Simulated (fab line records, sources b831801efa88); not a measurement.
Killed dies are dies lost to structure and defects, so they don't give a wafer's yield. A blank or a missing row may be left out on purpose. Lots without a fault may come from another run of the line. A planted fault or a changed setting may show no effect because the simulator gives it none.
A sampling plan put to the test | flow gf180mcu | one fab line, 65 faults that these records tell of, each judged on the records of the lots that it struck
The plan is the line's own looks: the steps of the route at which a gauge or an inspection reads the wafer and doesn't change it. A look can be judged if struck wafers have a number there and the file gives its usual mean and standard deviation on fault-free wafers. Caught: at a look after the fault's first step, the mean of the struck wafers lies 4 or more of those standard deviations (sigma) from the usual mean. On the tool: the same test on the tool's own readings at the fault's steps. Another recipe on the struck wafers, or a record that is blank for them alone, also counts as caught.

THE FAULTS, as the simulator had put them in
1. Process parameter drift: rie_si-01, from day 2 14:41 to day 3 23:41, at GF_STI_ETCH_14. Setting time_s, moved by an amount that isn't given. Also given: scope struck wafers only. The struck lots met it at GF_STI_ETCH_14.
2. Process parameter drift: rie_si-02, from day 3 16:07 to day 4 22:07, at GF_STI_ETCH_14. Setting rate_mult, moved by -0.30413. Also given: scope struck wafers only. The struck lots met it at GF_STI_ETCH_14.
3. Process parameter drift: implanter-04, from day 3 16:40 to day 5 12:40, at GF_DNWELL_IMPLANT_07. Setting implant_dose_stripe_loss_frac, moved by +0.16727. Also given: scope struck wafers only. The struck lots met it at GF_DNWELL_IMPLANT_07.
4. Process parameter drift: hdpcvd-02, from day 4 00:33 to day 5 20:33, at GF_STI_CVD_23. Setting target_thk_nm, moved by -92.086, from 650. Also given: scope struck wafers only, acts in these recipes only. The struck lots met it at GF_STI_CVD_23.
5. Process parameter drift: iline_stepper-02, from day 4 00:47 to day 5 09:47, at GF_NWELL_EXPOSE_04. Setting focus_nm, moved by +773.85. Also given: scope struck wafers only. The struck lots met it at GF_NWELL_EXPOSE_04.
6. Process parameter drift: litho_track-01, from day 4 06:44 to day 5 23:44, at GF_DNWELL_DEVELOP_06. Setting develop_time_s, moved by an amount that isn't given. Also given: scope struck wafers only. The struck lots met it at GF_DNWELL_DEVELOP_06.
7. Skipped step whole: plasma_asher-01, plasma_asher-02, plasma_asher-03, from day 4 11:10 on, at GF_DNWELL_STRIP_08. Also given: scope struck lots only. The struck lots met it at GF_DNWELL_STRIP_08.
8. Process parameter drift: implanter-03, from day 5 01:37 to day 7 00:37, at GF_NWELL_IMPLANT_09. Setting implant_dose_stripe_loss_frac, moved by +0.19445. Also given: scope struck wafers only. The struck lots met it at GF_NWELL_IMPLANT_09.
9. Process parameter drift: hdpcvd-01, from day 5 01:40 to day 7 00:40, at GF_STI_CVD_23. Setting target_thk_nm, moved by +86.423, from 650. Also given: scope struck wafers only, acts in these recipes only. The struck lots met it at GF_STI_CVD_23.
10. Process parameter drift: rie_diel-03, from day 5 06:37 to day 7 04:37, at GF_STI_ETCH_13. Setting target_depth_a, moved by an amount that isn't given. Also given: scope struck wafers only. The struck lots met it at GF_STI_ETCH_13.
11. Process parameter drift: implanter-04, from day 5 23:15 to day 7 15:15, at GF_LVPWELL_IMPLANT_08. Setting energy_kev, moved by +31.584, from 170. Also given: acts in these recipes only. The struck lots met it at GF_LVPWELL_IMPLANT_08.
12. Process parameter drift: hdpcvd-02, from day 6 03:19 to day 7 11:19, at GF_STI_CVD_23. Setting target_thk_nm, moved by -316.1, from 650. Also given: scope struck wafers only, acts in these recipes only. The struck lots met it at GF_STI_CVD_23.
13. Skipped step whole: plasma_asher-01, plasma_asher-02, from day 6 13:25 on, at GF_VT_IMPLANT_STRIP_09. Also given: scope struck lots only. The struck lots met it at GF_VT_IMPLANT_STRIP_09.
14. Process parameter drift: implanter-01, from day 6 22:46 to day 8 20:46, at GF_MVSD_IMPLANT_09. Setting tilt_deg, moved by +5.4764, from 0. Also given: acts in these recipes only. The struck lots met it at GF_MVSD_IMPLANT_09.
15. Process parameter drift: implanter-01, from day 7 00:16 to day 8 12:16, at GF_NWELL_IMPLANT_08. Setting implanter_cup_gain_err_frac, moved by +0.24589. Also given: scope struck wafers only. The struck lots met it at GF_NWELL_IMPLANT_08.
16. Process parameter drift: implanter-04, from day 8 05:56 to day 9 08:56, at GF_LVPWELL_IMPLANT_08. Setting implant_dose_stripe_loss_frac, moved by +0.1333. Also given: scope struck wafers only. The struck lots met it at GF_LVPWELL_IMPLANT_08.
17. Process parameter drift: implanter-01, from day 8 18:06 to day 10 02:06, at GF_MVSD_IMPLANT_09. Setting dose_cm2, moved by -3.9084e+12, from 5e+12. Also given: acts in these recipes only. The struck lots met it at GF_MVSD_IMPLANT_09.
18. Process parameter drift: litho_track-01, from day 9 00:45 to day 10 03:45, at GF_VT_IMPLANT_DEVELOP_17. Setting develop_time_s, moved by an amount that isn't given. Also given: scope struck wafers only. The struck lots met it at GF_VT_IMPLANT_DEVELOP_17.
19. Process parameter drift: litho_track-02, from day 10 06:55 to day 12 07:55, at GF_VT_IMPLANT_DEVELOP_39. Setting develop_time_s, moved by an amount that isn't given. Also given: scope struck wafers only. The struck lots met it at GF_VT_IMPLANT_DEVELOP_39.
20. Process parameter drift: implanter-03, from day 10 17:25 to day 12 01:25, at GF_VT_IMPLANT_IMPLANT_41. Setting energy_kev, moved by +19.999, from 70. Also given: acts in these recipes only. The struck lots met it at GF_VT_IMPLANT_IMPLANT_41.
21. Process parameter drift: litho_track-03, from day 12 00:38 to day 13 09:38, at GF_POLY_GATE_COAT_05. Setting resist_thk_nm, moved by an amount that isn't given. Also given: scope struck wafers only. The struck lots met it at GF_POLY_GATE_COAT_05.
22. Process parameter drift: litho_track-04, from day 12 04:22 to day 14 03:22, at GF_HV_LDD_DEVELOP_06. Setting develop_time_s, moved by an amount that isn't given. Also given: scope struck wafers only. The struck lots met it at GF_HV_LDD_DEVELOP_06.
23. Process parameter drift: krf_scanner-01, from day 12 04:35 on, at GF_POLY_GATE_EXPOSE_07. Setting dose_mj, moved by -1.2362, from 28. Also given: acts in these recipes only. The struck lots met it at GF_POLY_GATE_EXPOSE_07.
24. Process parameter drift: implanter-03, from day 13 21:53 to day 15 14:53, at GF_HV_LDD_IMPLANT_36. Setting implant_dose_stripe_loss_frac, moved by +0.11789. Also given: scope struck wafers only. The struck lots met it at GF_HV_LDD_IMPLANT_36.
25. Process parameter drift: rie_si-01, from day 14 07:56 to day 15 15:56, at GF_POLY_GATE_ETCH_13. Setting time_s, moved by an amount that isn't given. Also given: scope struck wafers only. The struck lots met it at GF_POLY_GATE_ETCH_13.
26. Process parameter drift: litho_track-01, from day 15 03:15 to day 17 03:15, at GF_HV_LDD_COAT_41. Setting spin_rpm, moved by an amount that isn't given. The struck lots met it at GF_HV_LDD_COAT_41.
27. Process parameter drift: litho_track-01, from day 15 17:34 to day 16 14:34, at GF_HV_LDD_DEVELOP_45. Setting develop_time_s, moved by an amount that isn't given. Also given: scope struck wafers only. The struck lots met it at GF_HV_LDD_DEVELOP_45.
28. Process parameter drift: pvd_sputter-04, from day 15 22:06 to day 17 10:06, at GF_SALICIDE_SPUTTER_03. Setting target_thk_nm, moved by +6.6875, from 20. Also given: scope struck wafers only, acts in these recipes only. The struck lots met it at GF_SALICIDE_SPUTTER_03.
29. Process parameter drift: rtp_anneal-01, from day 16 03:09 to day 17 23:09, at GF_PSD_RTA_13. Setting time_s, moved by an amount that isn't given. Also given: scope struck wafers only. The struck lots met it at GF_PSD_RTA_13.
30. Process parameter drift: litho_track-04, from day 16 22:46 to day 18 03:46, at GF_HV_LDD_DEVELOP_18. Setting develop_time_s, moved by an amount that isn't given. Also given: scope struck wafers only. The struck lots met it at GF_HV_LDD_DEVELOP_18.
31. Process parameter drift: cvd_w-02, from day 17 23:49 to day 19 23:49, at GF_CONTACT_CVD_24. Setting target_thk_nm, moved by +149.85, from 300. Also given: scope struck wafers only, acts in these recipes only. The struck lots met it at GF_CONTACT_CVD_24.
32. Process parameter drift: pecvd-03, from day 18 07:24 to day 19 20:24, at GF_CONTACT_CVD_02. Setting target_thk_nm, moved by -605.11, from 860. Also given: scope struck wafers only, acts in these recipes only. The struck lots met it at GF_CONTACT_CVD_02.
33. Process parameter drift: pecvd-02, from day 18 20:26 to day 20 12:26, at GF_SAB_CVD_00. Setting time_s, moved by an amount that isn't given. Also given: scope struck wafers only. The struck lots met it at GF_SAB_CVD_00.
34. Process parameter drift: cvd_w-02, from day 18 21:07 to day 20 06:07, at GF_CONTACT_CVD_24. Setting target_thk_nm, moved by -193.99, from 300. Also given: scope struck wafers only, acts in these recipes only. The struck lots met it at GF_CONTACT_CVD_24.
35. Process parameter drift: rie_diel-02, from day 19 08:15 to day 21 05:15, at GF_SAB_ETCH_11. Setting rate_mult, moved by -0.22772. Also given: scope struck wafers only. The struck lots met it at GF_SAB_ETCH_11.
36. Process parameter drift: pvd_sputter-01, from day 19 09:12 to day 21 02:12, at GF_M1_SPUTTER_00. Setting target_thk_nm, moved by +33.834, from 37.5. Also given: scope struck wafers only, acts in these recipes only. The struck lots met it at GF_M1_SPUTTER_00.
37. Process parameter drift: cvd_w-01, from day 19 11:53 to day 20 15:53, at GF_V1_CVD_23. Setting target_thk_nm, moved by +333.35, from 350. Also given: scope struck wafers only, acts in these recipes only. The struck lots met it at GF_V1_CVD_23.
38. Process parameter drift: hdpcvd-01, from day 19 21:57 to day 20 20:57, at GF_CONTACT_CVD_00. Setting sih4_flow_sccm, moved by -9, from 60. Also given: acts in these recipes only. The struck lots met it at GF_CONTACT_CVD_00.
39. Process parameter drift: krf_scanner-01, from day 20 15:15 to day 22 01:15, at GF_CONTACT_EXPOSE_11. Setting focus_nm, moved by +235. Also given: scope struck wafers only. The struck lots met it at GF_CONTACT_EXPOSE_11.
40. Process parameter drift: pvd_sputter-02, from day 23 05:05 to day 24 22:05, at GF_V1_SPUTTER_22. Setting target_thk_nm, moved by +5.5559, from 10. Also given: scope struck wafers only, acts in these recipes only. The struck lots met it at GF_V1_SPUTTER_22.
41. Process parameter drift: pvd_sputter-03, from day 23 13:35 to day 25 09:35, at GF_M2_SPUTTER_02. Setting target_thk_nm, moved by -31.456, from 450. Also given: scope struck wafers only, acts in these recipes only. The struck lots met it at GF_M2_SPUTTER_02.
42. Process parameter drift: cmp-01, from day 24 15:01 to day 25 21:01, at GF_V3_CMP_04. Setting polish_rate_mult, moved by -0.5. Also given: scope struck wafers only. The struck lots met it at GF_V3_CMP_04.
43. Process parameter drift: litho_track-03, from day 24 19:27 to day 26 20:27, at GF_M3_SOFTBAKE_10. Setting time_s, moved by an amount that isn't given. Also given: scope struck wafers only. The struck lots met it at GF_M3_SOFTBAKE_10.
44. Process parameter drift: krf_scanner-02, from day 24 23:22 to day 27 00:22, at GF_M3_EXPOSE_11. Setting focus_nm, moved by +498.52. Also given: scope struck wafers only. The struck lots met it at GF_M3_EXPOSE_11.
45. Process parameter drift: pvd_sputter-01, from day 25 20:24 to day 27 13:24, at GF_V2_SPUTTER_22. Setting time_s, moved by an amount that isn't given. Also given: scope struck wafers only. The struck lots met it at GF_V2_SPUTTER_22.
46. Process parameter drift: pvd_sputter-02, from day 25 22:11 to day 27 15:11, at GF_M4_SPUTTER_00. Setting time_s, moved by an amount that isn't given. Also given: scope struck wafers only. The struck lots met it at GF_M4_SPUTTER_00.
47. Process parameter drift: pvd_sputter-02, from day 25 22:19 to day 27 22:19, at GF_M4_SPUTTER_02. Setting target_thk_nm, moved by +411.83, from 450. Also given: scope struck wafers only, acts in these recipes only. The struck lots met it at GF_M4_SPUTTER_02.
48. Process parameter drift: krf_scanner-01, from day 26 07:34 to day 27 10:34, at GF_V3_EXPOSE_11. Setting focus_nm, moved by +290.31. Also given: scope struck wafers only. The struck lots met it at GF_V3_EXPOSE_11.
49. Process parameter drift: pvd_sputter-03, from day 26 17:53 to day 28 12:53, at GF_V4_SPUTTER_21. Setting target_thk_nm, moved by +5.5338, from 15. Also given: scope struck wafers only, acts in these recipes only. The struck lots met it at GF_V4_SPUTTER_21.
50. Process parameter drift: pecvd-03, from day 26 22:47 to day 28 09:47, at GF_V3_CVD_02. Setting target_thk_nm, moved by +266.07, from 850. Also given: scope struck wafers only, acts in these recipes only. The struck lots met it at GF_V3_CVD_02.
51. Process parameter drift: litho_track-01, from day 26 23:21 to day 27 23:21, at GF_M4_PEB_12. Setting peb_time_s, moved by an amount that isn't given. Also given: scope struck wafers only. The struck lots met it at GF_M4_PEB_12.
52. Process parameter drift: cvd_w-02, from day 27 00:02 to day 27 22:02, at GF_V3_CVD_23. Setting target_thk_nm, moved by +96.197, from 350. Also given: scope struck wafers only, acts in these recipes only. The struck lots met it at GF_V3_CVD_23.
53. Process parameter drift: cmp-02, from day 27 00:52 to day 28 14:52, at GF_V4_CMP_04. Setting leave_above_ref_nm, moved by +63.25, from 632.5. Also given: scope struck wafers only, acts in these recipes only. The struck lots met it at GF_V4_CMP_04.
54. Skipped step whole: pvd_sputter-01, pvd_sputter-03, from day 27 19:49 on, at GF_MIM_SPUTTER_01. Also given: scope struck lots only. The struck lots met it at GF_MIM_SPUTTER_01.
55. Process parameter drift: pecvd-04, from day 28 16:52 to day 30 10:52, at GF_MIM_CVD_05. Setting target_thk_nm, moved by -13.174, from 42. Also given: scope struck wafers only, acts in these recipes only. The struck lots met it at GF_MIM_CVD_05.
56. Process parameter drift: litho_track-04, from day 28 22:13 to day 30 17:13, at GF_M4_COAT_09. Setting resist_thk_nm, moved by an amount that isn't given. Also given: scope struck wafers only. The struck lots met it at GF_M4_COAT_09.
57. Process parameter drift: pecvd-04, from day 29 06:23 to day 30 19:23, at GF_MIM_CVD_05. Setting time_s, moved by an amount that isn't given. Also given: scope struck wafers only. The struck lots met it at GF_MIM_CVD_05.
58. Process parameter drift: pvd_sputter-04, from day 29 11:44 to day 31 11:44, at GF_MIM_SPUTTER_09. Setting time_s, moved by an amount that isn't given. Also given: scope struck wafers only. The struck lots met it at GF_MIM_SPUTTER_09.
59. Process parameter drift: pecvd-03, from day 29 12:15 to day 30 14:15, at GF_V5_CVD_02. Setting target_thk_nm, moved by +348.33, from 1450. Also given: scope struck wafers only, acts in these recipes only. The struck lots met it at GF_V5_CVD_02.
60. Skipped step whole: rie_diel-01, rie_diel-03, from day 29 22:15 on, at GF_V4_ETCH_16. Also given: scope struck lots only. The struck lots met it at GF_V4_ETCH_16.
61. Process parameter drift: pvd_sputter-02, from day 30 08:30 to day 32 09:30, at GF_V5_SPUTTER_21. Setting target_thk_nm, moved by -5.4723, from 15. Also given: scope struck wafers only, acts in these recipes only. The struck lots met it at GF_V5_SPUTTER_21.
62. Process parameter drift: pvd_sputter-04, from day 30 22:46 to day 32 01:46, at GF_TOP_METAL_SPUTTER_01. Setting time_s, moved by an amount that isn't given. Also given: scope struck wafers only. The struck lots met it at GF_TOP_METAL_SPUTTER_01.
63. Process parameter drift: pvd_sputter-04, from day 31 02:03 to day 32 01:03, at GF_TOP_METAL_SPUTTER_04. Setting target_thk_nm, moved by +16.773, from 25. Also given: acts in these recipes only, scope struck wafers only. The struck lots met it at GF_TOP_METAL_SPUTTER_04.
64. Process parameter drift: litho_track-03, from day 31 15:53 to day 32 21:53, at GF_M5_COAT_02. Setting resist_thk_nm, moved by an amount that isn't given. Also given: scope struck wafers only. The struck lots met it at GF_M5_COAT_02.
65. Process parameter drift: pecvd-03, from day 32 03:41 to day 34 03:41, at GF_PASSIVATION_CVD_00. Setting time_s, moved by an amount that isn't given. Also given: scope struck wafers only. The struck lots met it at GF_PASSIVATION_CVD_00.

WHAT THE PLAN SAW
fault | on the tool itself                               | first look that catches it                      | reading, sigma                                                        | median hours from its first step to that look | hours from the fault's start to the first struck lot there | judged looks passed uncaught
1     | run_length_s -99 or beyond sigma                 | none of the 2 looks that can be judged after it | -                                                                     | -                                             | -                                                          | 2
2     | oes_product_au -20 sigma                         | no look after it can be judged                  | -                                                                     | -                                             | -                                                          | 0
3     | under 2 sigma                                    | none of the 5 looks that can be judged after it | strongest: DNWELL_TW at GF_DNWELL_TW_MEAS_09, -2.3                    | -                                             | -                                                          | 5
4     | no reading that can be judged                    | GF_STI_THK_MEAS_24                              | STI_CVD_23_THK -15                                                    | 0.1                                           | 10                                                         | 0
5     | no reading that can be judged                    | none of the 5 looks that can be judged after it | -                                                                     | -                                             | -                                                          | 5
6     | no reading that can be judged                    | none of the 5 looks that can be judged after it | -                                                                     | -                                             | -                                                          | 5
7     | the tool's record is blank for the struck wafers | GF_NWELL_TW_MEAS_11                             | NWELL_TW -99 or beyond                                                | 15.0                                          | 16                                                         | 0
8     | no reading that can be judged                    | none of the 3 looks that can be judged after it | strongest: NWELL_RS at GF_VT_IMPLANT_RS_MEAS_47, +3.6                 | -                                             | -                                                          | 3
9     | no reading that can be judged                    | GF_STI_THK_MEAS_24                              | STI_CVD_23_THK +14                                                    | 0.1                                           | 2                                                          | 0
10    | only faintly: oes_product_au -3.3 sigma          | no look after it can be judged                  | -                                                                     | -                                             | -                                                          | 0
11    | beam_energy_keV +99 or beyond sigma              | GF_VT_IMPLANT_RS_MEAS_48                        | LVPWELL_RS -13                                                        | 103.7                                         | 109                                                        | 1
12    | no reading that can be judged                    | GF_STI_THK_MEAS_24                              | STI_CVD_23_THK -52                                                    | 0.1                                           | 2                                                          | 0
13    | the tool's record is blank for the struck wafers | GF_VT_IMPLANT_TW_MEAS_21                        | VT_IMPLANT_2_TW -99 or beyond                                         | 16.3                                          | 19                                                         | 0
14    | tilt_deg +99 or beyond sigma                     | none of the 2 looks that can be judged after it | strongest: MVSD_TW at GF_MVSD_TW_MEAS_11, +3.4                        | -                                             | -                                                          | 2
15    | faraday_current_uA +9.2 sigma                    | GF_NWELL_TW_MEAS_11                             | NWELL_TW -7.0                                                         | 0.4                                           | 5                                                          | 0
16    | under 2 sigma                                    | GF_VT_IMPLANT_RS_MEAS_48                        | LVPWELL_RS +16                                                        | 112.7                                         | 115                                                        | 1
17    | dose_ions_cm2 -99 or beyond sigma                | GF_MVSD_TW_MEAS_11                              | MVSD_TW -4.1                                                          | 0.2                                           | 3                                                          | 0
18    | under 2 sigma                                    | GF_VT_IMPLANT_TW_MEAS_21                        | VT_IMPLANT_2_TW -99 or beyond                                         | 0.4                                           | 2                                                          | 0
19    | under 2 sigma                                    | none of the 9 looks that can be judged after it | -                                                                     | -                                             | -                                                          | 9
20    | beam_energy_keV +99 or beyond sigma              | GF_VT_IMPLANT_TW_MEAS_43                        | VT_IMPLANT_4_TW +7.9                                                  | 0.2                                           | 3                                                          | 0
21    | no reading that can be judged                    | not the one look that can be judged after it    | -                                                                     | -                                             | -                                                          | 1
22    | under 2 sigma                                    | GF_HV_LDD_CD_MEAS_07                            | cd_nm -40                                                             | 0.2                                           | 9                                                          | 0
23    | exposure_dose_mJ_cm2 -39 sigma                   | GF_POLY_GATE_CD_MEAS_10                         | cd_nm +5.3                                                            | 9.9                                           | 16                                                         | 0
24    | no reading that can be judged                    | none of the 7 looks that can be judged after it | -                                                                     | -                                             | -                                                          | 7
25    | run_length_s -99 or beyond sigma                 | no look after it can be judged                  | -                                                                     | -                                             | -                                                          | 0
26    | spin_speed_rpm +61 sigma                         | none of the 2 looks that can be judged after it | -                                                                     | -                                             | -                                                          | 2
27    | no reading that can be judged                    | GF_HV_LDD_TW_MEAS_50                            | HV_LDD_4_TW -99 or beyond                                             | 0.5                                           | 13                                                         | 0
28    | under 2 sigma                                    | GF_SALICIDE_RS_MEAS_04                          | SALICIDE_TIN_RS -6.6                                                  | 0.1                                           | 6                                                          | 0
29    | run_length_s +24 sigma                           | GF_PSD_RS_MEAS_14                               | NSD_RS -20                                                            | 0.1                                           | 7                                                          | 0
30    | no reading that can be judged                    | GF_HV_LDD_TW_MEAS_23                            | HV_LDD_2_TW -99 or beyond                                             | 4.5                                           | 13                                                         | 0
31    | under 2 sigma                                    | GF_CONTACT_RS_MEAS_25                           | CONTACT_W_RS -23                                                      | 0.1                                           | 11                                                         | 0
32    | under 2 sigma                                    | GF_CONTACT_THK_MEAS_03                          | CONTACT_CVD_02_THK -55                                                | 0.1                                           | 1                                                          | 0
33    | under 2 sigma                                    | GF_SAB_THK_MEAS_01                              | SAB_CVD_00_THK -17                                                    | 0.0                                           | 5                                                          | 0
34    | under 2 sigma                                    | GF_CONTACT_RS_MEAS_25                           | CONTACT_W_RS +99 or beyond                                            | 0.1                                           | 11                                                         | 0
35    | oes_product_au -9.8 sigma                        | no look after it can be judged                  | -                                                                     | -                                             | -                                                          | 0
36    | under 2 sigma                                    | no look after it can be judged                  | -                                                                     | -                                             | -                                                          | 0
37    | under 2 sigma                                    | GF_V1_RS_MEAS_24                                | V1_W_RS -26                                                           | 0.1                                           | 4                                                          | 0
38    | sih4_flow_sccm -50 sigma                         | GF_CONTACT_THK_MEAS_01                          | CONTACT_CVD_00_THK -13                                                | 0.0                                           | 5                                                          | 0
39    | under 2 sigma                                    | GF_CONTACT_CD_MEAS_14                           | cd_nm -4.4                                                            | 11.6                                          | 24                                                         | 0
40    | under 2 sigma                                    | no look after it can be judged                  | -                                                                     | -                                             | -                                                          | 0
41    | under 2 sigma                                    | GF_M2_RS_MEAS_05                                | M2_ALCU_RS +7.2                                                       | 0.1                                           | 14                                                         | 0
42    | only faintly: time_to_endpoint_s +3.9 sigma      | no look after it can be judged                  | -                                                                     | -                                             | -                                                          | 0
43    | run_length_s +99 or beyond sigma                 | none of the 2 looks that can be judged after it | strongest: cd_nm at GF_M3_CD_MEAS_14, -2.9                            | -                                             | -                                                          | 2
44    | no reading that can be judged                    | GF_M3_CD_MEAS_14                                | cd_nm -54                                                             | 10.3                                          | 14                                                         | 0
45    | under 2 sigma                                    | no look after it can be judged                  | -                                                                     | -                                             | -                                                          | 0
46    | under 2 sigma                                    | no look after it can be judged                  | -                                                                     | -                                             | -                                                          | 0
47    | under 2 sigma                                    | GF_M4_RS_MEAS_05                                | M4_ALCU_RS -50                                                        | 0.1                                           | 16                                                         | 0
48    | under 2 sigma                                    | GF_V3_CD_MEAS_14                                | cd_nm +4.4                                                            | 9.8                                           | 13                                                         | 0
49    | under 2 sigma                                    | no look after it can be judged                  | -                                                                     | -                                             | -                                                          | 0
50    | under 2 sigma                                    | GF_V3_THK_MEAS_03                               | V3_CVD_02_THK +24                                                     | 0.1                                           | 8                                                          | 0
51    | heater_power_total_W +99 or beyond sigma         | GF_M4_CD_MEAS_14                                | cd_nm +6.1                                                            | 0.3                                           | 11                                                         | 0
52    | under 2 sigma                                    | GF_V3_RS_MEAS_24                                | V3_W_RS -13                                                           | 0.1                                           | 21                                                         | 0
53    | time_to_endpoint_s -4.9 sigma                    | no look after it can be judged                  | -                                                                     | -                                             | -                                                          | 0
54    | the tool's record is blank for the struck wafers | no look after it can be judged                  | -                                                                     | -                                             | -                                                          | 0
55    | under 2 sigma                                    | GF_MIM_THK_MEAS_06                              | MIM_CVD_05_THK -26                                                    | 0.0                                           | 5                                                          | 0
56    | no reading that can be judged                    | not the one look that can be judged after it    | -                                                                     | -                                             | -                                                          | 1
57    | under 2 sigma                                    | none of the 2 looks that can be judged after it | strongest: MIM_CVD_05_THK at GF_MIM_THK_MEAS_06, -3.6                 | -                                             | -                                                          | 2
58    | under 2 sigma                                    | none of the 4 looks that can be judged after it | -                                                                     | -                                             | -                                                          | 4
59    | under 2 sigma                                    | GF_V5_THK_MEAS_03                               | V5_CVD_02_THK +16                                                     | 0.1                                           | 7                                                          | 0
60    | the tool's record is blank for the struck wafers | no look after it can be judged                  | -                                                                     | -                                             | -                                                          | 0
61    | under 2 sigma                                    | no look after it can be judged                  | -                                                                     | -                                             | -                                                          | 0
62    | under 2 sigma                                    | no look after it can be judged                  | -                                                                     | -                                             | -                                                          | 0
63    | under 2 sigma                                    | none of the 2 looks that can be judged after it | strongest: TOP_METAL_ALCU_THK at GF_TOP_METAL_THK_MEAS_06, -3.2       | -                                             | -                                                          | 2
64    | no reading that can be judged                    | not the one look that can be judged after it    | -                                                                     | -                                             | -                                                          | 1
65    | run_length_s -5.2 sigma                          | not the one look that can be judged after it    | strongest: PASSIVATION_CVD_00_THK at GF_PASSIVATION_THK_MEAS_01, -2.5 | -                                             | -                                                          | 1
A dash: the fault isn't caught, or these records don't give the number.

Caught at a look: 33 of 65. Caught on the tool: 21 of 65. By one or the other: 44 of 65.
Caught on the tool alone: faults 1, 2, 14, 25, 26, 35, 43, 53, 54, 60, 65.
Caught at a look alone: faults 4, 9, 12, 16, 18, 22, 27, 28, 30, 31, 32, 33, 34, 37, 39, 41, 44, 47, 48, 50, 52, 55, 59.
Caught by neither: faults 3, 5, 6, 8, 10, 19, 21, 24, 36, 40, 42, 45, 46, 49, 56, 57, 58, 61, 62, 63, 64.

THINNER SAMPLING
If the look that catches a fault measured only every second or every third lot, by lot number, the first struck lot would be measured this late in the worst case:
fault | struck lots at that look, in order of time | every lot | every second lot | every third lot
4     | L260, L261                                 | 10 h      | 12 h             | may miss all 2
7     | L259, L260, L261                           | 16 h      | 26 h             | 30 h
9     | L987, L988, L994                           | 2 h       | 8 h              | may miss all 3
11    | L682, L685, L686                           | 109 h     | 122 h            | may miss all 3
12    | L706, L707, L709                           | 2 h       | 7 h              | may miss all 3
13    | L412, L413                                 | 19 h      | 30 h             | may miss all 2
15    | L734, L738                                 | 5 h       | may miss all 2   | may miss all 2
16    | L639, L642                                 | 115 h     | 133 h            | may miss all 2
17    | L827, L828                                 | 3 h       | 9 h              | may miss all 2
18    | L492, L494, L495                           | 2 h       | 18 h             | may miss all 3
20    | L701, L705                                 | 3 h       | may miss all 2   | may miss all 2
22    | L253, L254, L255                           | 9 h       | 9 h              | 10 h
23    | L157, L159                                 | 16 h      | may miss all 2   | may miss all 2
27    | L891, L892                                 | 13 h      | 17 h             | may miss all 2
28    | L524, L526                                 | 6 h       | may miss all 2   | may miss all 2
29    | L104, L105                                 | 7 h       | 27 h             | may miss all 2
30    | L128, L129, L130                           | 13 h      | 24 h             | 29 h
31    | L808, L809, L810                           | 11 h      | 32 h             | 34 h
32    | L939, L942                                 | 1 h       | 30 h             | may miss all 2
33    | L467, L468, L471                           | 5 h       | 17 h             | may miss all 3
34    | L598, L599, L601                           | 11 h      | 12 h             | may miss all 3
37    | L353, L354                                 | 4 h       | 13 h             | may miss all 2
38    | L680, L681                                 | 5 h       | 17 h             | may miss all 2
39    | L548, L549, L550                           | 24 h      | 33 h             | 39 h
41    | L622                                       | 14 h      | may miss it      | may miss it
44    | L539, L544, L545                           | 14 h      | 47 h             | may miss all 3
47    | L589                                       | 16 h      | may miss it      | may miss it
48    | L171, L172, L173                           | 13 h      | 18 h             | 28 h
50    | L187, L188, L189                           | 8 h       | 12 h             | 21 h
51    | L191, L192, L194                           | 11 h      | 13 h             | may miss all 3
52    | L460                                       | 21 h      | may miss it      | may miss it
55    | L127                                       | 5 h       | may miss it      | may miss it
59    | L335, L336                                 | 7 h       | 12 h             | may miss all 2
Hours are from the fault's start to the first struck lot that is measured. The limit of 4 sigma was tested on all struck wafers together, so one lot alone may lie under it. Other struck lots may not be in these records.

THE LONGEST TIMED WAY FROM STEP TO LOOK
Fault 16: a median of 112.7 hours passes between GF_LVPWELL_IMPLANT_08 and GF_VT_IMPLANT_RS_MEAS_48. The look between them that can be judged stayed within 4 sigma: GF_MVSD_OVL_MEAS_07.
